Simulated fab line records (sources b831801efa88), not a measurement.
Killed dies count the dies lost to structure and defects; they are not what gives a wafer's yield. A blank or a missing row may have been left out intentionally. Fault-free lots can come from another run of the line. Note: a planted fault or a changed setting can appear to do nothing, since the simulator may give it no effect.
Matching of chambers	flow sky130	rie diel-02 running SKY_VIA2_ETCH_14: 4 sister chambers
The step etches BARC in N2/H2, stops on SiO2, time 45.9 s, target depth 60 nm. 16 wafers are shown with their chamber, then 8 later ones without.

WAFERS PAIRED WITH THEIR CHAMBERS
wafer	chamber	rf fwd power W (W)	n2 flow sccm (sccm)	throttle valve pct (%)
L075.2	1	499.2	100.48	13.233
L075.3	3	493.0	99.63	13.229
L075.4	0	494.7	99.65	13.224
L076.1	2	493.8	99.98	13.233
L076.2	0	494.1	99.83	13.228
L076.6	1	496.4	99.99	13.235
L079.3	1	495.1	100.05	13.216
L079.5	0	495.8	99.91	13.222
L079.6	1	496.1	100.39	13.235
L080.4	2	490.6	99.81	13.217
L080.5	3	494.1	99.70	13.225
L080.6	2	493.5	100.03	13.223
L083.1	0	492.4	100.19	13.230
L083.2	3	493.0	100.24	13.229
L083.5	0	493.6	99.79	13.224
L085.3	0	495.1	99.85	13.224

SIGNATURES (averages over the wafers above)
reading	chamber 0	chamber 1	chamber 2	chamber 3	scatter within a chamber
rf fwd power W	494.283	496.700	492.633	493.367	1.4
n2 flow sccm	99.8700	100.2275	99.9400	99.8567	0.221
throttle valve pct	13.22533	13.22975	13.22433	13.22767	0.00607
Rule: a wafer's distance from a chamber is the root of the sum, over the readings, of the square of ((its reading less the chamber's mean) divided by the reading's scatter). The wafer belongs to the nearest chamber; if the next one is less than 2 further off, it can't be placed. The scatter: the root of (the sum of the squares of (reading less its chamber's mean) over the shown wafers, divided by (wafers less chambers)).

WAFERS WITH NO CHAMBER GIVEN
wafer	rf fwd power W (W)	n2 flow sccm (sccm)	throttle valve pct (%)
L085.4	493.0	99.95	13.229
L085.6	494.4	99.64	13.235
L086.3	497.4	99.88	13.216
L086.5	496.7	99.59	13.239
L086.6	495.9	99.93	13.237
L096.1	492.6	99.61	13.225
L096.5	496.4	99.67	13.224
L096.6	492.8	100.12	13.219

EACH ONE'S CHAMBER
wafer	from the rows above	in truth
L085.4	can't be placed: 3 or 2 or 0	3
L085.6	can't be placed: 3 or 0 or 2 or 1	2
L086.3	can't be placed: 0 or 1 or 3 or 2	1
L086.5	can't be placed: 0 or 1 or 3 or 2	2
L086.6	can't be placed: 1 or 0 or 3 or 2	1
L096.1	can't be placed: 3 or 2 or 0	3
L096.5	can't be placed: 0 or 3 or 1 or 2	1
L096.6	can't be placed: 2 or 0 or 3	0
0 of 8 placed correctly. Can't be placed from these rows: 8 (the true chamber is among the candidates in 8). Placed wrongly: 0.
